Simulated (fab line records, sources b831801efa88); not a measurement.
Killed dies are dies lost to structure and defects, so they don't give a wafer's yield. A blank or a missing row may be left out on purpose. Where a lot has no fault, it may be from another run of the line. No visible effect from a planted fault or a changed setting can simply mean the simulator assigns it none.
Comparing a struck lot with a sound one	flow sky130	19 out of 708 route steps
Sound: the wafers L171.1, L171.5, L171.6. Struck: wafer L184.4. (L184.5 of the same lot was not struck and is left out.) The cause comes at the end.
Each step with rows lists, per side, the tool, then ch with its chambers, then its first start. Under that, the readings that differ: sound wafers	struck wafers	difference of the means	sigmas: that difference in standard deviations of wafers without a fault.
alike: a reading whose means differ by less than 2 such deviations, as well as words and numbers matching on both sides. not compared: withheld readings; readings where some wafer has no value; bounds like >300 that might hide an equal value; numbers whose values overlap and for which the record gives no deviation.
The two part at a step that has a row with sigmas, a row that says differs or no value, or rows on one side only. Non-overlapping numbers with no deviation appear without sigmas and do not part them. A reading missing from all wafers of one side parts the sides only when that side holds two or more wafers.

first, 1 step without rows for these wafers: SKY_LDD_P_DEVELOP_06 (develop time 60 s).
SKY_LDD_P_CD_MEAS_07 targets a cd of 380 nm.
  sound on cd sem-02 at day 19 17:20; struck on cd sem-02 at day 24 13:39
  alike: cd nm
SKY_LDD_P_OVL_MEAS_08:
  sound on overlay-01 at day 19 17:27; struck on overlay-01 at day 24 13:44
  alike: LDD_P_OVL
next, for these wafers, 1 step has no rows: SKY_LDD_P_IMPLANT_09.
SKY_LDD_P_STRIP_10: strips in O2/N2.
  sound on plasma asher-01 ch 0,1, day 19 17:38; struck on plasma asher-04 ch 0, day 24 13:56
reading	sound	struck	difference	sigmas
drypump motor current A (A)	5.0 5.0 5.8	6.4	+1.1	+2
  alike: n2 flow sccm, oes product au, strip time to endpoint s
  not compared: rf hours counter h
SKY_LDD_P_TW_MEAS_11:
  sound on film metro-03 at day 19 17:44; struck on film metro-03 at day 24 14:01
  alike: LDD_P_TW
then, 6 steps without rows for these wafers: SKY_LDD_HVN_DEHYDRATE_00 (time 60 s); SKY_LDD_HVN_HMDS_01 (prime time 60 s); SKY_LDD_HVN_COAT_02 (resist thk 300 nm); SKY_LDD_HVN_SOFTBAKE_03 (time 60 s); SKY_LDD_HVN_EXPOSE_04 (exposes mask HVNTM, target cd 700 nm); SKY_LDD_HVN_PEB_05.
SKY_LDD_HVN_DEVELOP_06: develop time 60 s.
  sound on litho track-02 ch 0, day 21 00:55; struck on litho track-02 ch 0, day 25 19:59
SKY_LDD_HVN_OVL_MEAS_07:
  sound on overlay-02 at day 21 01:04; struck on overlay-02 at day 25 20:05
  alike: LDD_HVN_OVL
next, for these wafers, 1 step has no rows: SKY_LDD_HVN_IMPLANT_08.
SKY_LDD_HVN_STRIP_09: strips in O2/N2.
  sound on plasma asher-02 ch 0,1, day 21 01:15; struck on plasma asher-01 ch 0, day 25 20:17
  alike: drypump motor current A, n2 flow sccm, oes product au, strip time to endpoint s
  not compared: rf hours counter h
SKY_LDD_HVN_TW_MEAS_10:
  sound on film metro-01 at day 21 01:21; struck on film metro-01 at day 25 20:23
reading	sound	struck	difference	sigmas
LDD_HVN_TW	1419 1425 1433	226	-1200	-80
then, 1 step without rows for these wafers: SKY_LDD_HVP_DEHYDRATE_00 (time 60 s).
-- here the record skips 24 days between the struck wafers' starts before and after, leaving off in module LDD_HVP and picking up in module PAD_OPEN (first step shown: number 708 of the route) --
SKY_PAD_OPEN_PROBE_99:
  sound on prober-02 at day 46 21:11; struck on prober-01 at day 49 23:25
reading	sound	struck	difference	sigmas
killed at front end	20 13 16	426	+410	+99 or more
killed dies	89 78 76	492	+411	+45
killed on rim	17 12 14	96	+82	+22
  alike: killed_at_M0_to_M3, killed_at_M4_up, killed at contacts, killed at other, killed open, killed short

WHERE THEY PART
First at SKY_LDD_P_STRIP_10; last, within this record, at SKY_PAD_OPEN_PROBE_99.

WHY: the cause the simulator had injected
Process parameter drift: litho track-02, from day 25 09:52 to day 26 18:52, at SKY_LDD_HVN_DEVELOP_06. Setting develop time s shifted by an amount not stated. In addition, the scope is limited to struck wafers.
